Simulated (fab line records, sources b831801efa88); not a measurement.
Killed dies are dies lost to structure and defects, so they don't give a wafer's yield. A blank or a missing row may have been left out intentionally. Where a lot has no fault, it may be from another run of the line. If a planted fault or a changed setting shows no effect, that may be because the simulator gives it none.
Which of the tools did it? | flow sky130 | 10 lots with 27 wafers sampled at 6 steps, on a route of 708 steps

WHAT THE GAUGES READ, wafer by wafer
SKY_CAPM_THK_MEAS_01. Usual: for CAPM_CVD_00_THK the level is 15.50 nm and the standard deviation is 0.24.
lot  | measured     | on            | CAPM_CVD_00_THK (nm) | flag
L972 | day 38 01:45 | film metro-02 | 15.33 15.84 15.51    |
L975 | day 38 20:22 | film metro-01 | 15.41 15.40 15.68    |
L981 | day 39 01:15 | film metro-03 | 15.25 15.31          |
L979 | day 39 02:46 | film metro-02 | 15.17 15.56          |
L982 | day 39 03:55 | film metro-01 | 15.36 15.17          |
L987 | day 44 18:19 | film metro-02 | 15.81 15.86 15.75    |
L989 | day 44 22:56 | film metro-01 | 15.14 15.43 15.60    |
L988 | day 44 23:53 | film metro-01 | 15.52 15.51 15.63    |
L993 | day 45 01:27 | film metro-01 | 16.12 15.54 15.68    |
L994 | day 45 04:51 | film metro-01 | 15.21 15.46 15.63    |

SKY_CAPM_RS_MEAS_03: a four-point-probe measurement. Usual: for CAPM_TIN_RS the level is 6.91 ohm/sq and the standard deviation is 0.098.
lot  | measured     | on            | CAPM_TIN_RS (ohm/sq) | flag
L972 | day 38 01:55 | film metro-02 | 6.72 6.83 6.83       |
L975 | day 38 20:37 | film metro-01 | 6.89 6.99 6.98       |
L981 | day 39 01:26 | film metro-02 | 5.46 5.56 5.47 5.57  | OFF
L979 | day 39 02:57 | film metro-03 | 5.61 6.84 5.63 6.84  | OFF
L982 | day 39 04:05 | film metro-03 | 5.44 6.89 5.45 6.88  | OFF
L987 | day 44 18:31 | film metro-01 | 6.99 6.87 6.86       |
L989 | day 44 23:08 | film metro-03 | 6.89 6.91 6.89       |
L988 | day 45 00:04 | film metro-02 | 6.90 6.92 6.85       |
L993 | day 45 01:39 | film metro-02 | 7.01 6.88 7.12       |
L994 | day 45 05:01 | film metro-02 | 6.93 6.88 6.91       |

SKY_CAPM_THK_MEAS_04: measures by xrf. Usual: for CAPM_TIN_THK the level is 198.9 nm and the standard deviation is 2.9.
lot  | measured     | on            | CAPM_TIN_THK (nm)       | flag
L972 | day 38 02:02 | film metro-02 | 203.9 201.3 201.2       |
L975 | day 38 20:43 | film metro-01 | 199.7 198.2 197.5       |
L981 | day 39 07:02 | film metro-02 | 250.9 247.1 251.0 246.6 | OFF
L979 | day 39 06:08 | film metro-03 | 242.6 200.1 242.2 200.7 | OFF
L982 | day 39 08:47 | film metro-03 | 251.3 198.9 250.6 199.2 | OFF
L987 | day 44 18:37 | film metro-01 | 197.0 200.2 200.2       |
L989 | day 44 23:14 | film metro-03 | 199.7 198.4 198.1       |
L988 | day 45 00:11 | film metro-02 | 199.5 198.2 199.1       |
L993 | day 45 01:44 | film metro-02 | 195.4 198.7 191.8       |
L994 | day 45 05:08 | film metro-02 | 198.1 198.3 198.5       |

SKY_CAPM_OVL_MEAS_12. Usual: for CAPM_OVL the level is 0.4 nm and the standard deviation is 1.6.
lot  | measured     | on         | CAPM_OVL (nm)  | flag
L972 | day 39 04:03 | overlay-02 | -2.0 -1.7 -1.7 |
L975 | day 39 21:30 | overlay-02 | -0.6 -1.5 -5.0 |
L981 | day 40 05:01 | overlay-01 | -0.6 -0.5      |
L979 | day 40 03:49 | overlay-01 | -2.1 0.5       |
L982 | day 40 04:50 | overlay-01 | 2.2 1.7        |
L987 | day 45 17:02 | overlay-02 | 0.8 2.0 0.6    |
L989 | day 45 20:53 | overlay-02 | 0.7 0.6 0.9    |
L988 | day 45 21:46 | overlay-01 | 1.6 0.5 -0.8   |
L993 | day 45 22:52 | overlay-02 | -0.2 -1.8 -0.4 |
L994 | day 46 02:24 | overlay-01 | -0.6 -2.1 -0.3 |

TOOL THAT RAN EACH LOT (tool first, then ch and the chambers of the sampled wafers, then the start)
lot  | SKY_METAL2_DESCUM_17              | SKY_CAPM_SPUTTER_02
L972 | rie metal-04 ch 0,1, day 36 19:30 | pvd sputter-04, day 38 01:49
L975 | rie metal-02 ch 0,1, day 37 13:58 | pvd sputter-02, day 38 20:25
L981 | rie metal-03 ch 1, day 37 19:58   | pvd sputter-04, day 39 01:18
L979 | rie metal-04 ch 0,1, day 37 21:17 | pvd sputter-04, day 39 02:49
L982 | rie metal-03 ch 0, day 37 22:56   | pvd sputter-04, day 39 03:58
L987 | rie metal-03 ch 1, day 43 15:06   | pvd sputter-03, day 44 18:22
L989 | rie metal-04 ch 0,1, day 43 19:55 | pvd sputter-02, day 44 22:59
L988 | rie metal-04 ch 0,1, day 43 20:26 | pvd sputter-04, day 44 23:57
L993 | rie metal-03 ch 0,1, day 43 23:02 | pvd sputter-03, day 45 01:29
L994 | rie metal-03 ch 0,1, day 44 01:47 | pvd sputter-02, day 45 04:55
- SKY_METAL2_DESCUM_17: chemistry O2, time 8 s.
- SKY_CAPM_SPUTTER_02: material TiN, target thk 200 nm, time 166.7 s.

WHAT THE TOOLS THEMSELVES READ (means of the sampled wafers that have a number; where no wafer has one, the mark that the record gives instead)
SKY_METAL2_DESCUM_17. Usual: chamber pressure mTorr 9.999 mTorr, standard deviation 0.0092; drypump motor current A 5.5 A, standard deviation 0.35; oes product au 0.997 a.u., standard deviation 0.014.
lot  | tool         | chamber pressure mTorr (mTorr) | drypump motor current A (A) | oes product au (a.u.) | flag
L972 | rie metal-04 | 9.999                          | 5.8                         | 0.995                 |
L975 | rie metal-02 | 10.000                         | 5.8                         | 0.996                 |
L981 | rie metal-03 | 9.989                          | 5.0                         | 0.995                 |
L979 | rie metal-04 | 10.000                         | 5.8                         | 0.993                 |
L982 | rie metal-03 | 9.989                          | 5.7                         | 1.010                 |
L987 | rie metal-03 | 9.994                          | 5.0                         | 0.981                 |
L989 | rie metal-04 | 10.001                         | 5.8                         | 0.995                 |
L988 | rie metal-04 | 10.004                         | 5.8                         | 0.993                 |
L993 | rie metal-03 | 9.990                          | 5.2                         | 0.986                 |
L994 | rie metal-03 | 9.995                          | 5.5                         | 1.002                 |

SKY_CAPM_SPUTTER_02. Usual: chamber pressure pa 0.3999 Pa, standard deviation 0.0008; substrate temp c 300.01 C, standard deviation 0.2; throttle valve pct 29.8 %, standard deviation 1.2.
lot  | tool           | chamber pressure pa (Pa) | substrate temp c (C) | throttle valve pct (%) | flag
L972 | pvd sputter-04 | 0.3996                   | 299.73               | 29.4                   |
L975 | pvd sputter-02 | 0.3998                   | 300.05               | 29.4                   |
L981 | pvd sputter-04 | 0.4004                   | 300.02               | 29.2                   |
L979 | pvd sputter-04 | 0.4004                   | 300.08               | 29.4                   |
L982 | pvd sputter-04 | 0.3998                   | 299.78               | 29.4                   |
L987 | pvd sputter-03 | 0.4001                   | 299.97               | 28.9                   |
L989 | pvd sputter-02 | 0.3990                   | 299.87               | 30.5                   |
L988 | pvd sputter-04 | 0.3990                   | 300.10               | 30.6                   |
L993 | pvd sputter-03 | 0.4005                   | 300.03               | 29.6                   |
L994 | pvd sputter-02 | 0.4006                   | 299.79               | 29.6                   |

THE ANSWER, worked out from the rows above alone
Rule: take the mean of a lot's wafers that have a number; if it is more than 3 standard deviations from the usual mean, the lot is off. Also off: a lot with no number at a reading for which 4 or more lots have one. All remaining lots with rows at the step are treated as sound. Order of review: gauges by route order, followed by the tools' own readings, for which a lot's mean as printed above is used. The first step at which some lot is off is used, and at that step the reading that is off furthest; a lot without a number counts as furthest.
Off: L981, L979, L982, seen at SKY_CAPM_RS_MEAS_03 (CAPM_TIN_RS).
If a tool, at a process step before that reading, ran all the lots that are off and no sound lot after the first of them, it fits. The gauges at SKY_CAPM_RS_MEAS_03 are tried like those tools. None of those tried fits.

WHAT THE SIMULATOR PUT IN
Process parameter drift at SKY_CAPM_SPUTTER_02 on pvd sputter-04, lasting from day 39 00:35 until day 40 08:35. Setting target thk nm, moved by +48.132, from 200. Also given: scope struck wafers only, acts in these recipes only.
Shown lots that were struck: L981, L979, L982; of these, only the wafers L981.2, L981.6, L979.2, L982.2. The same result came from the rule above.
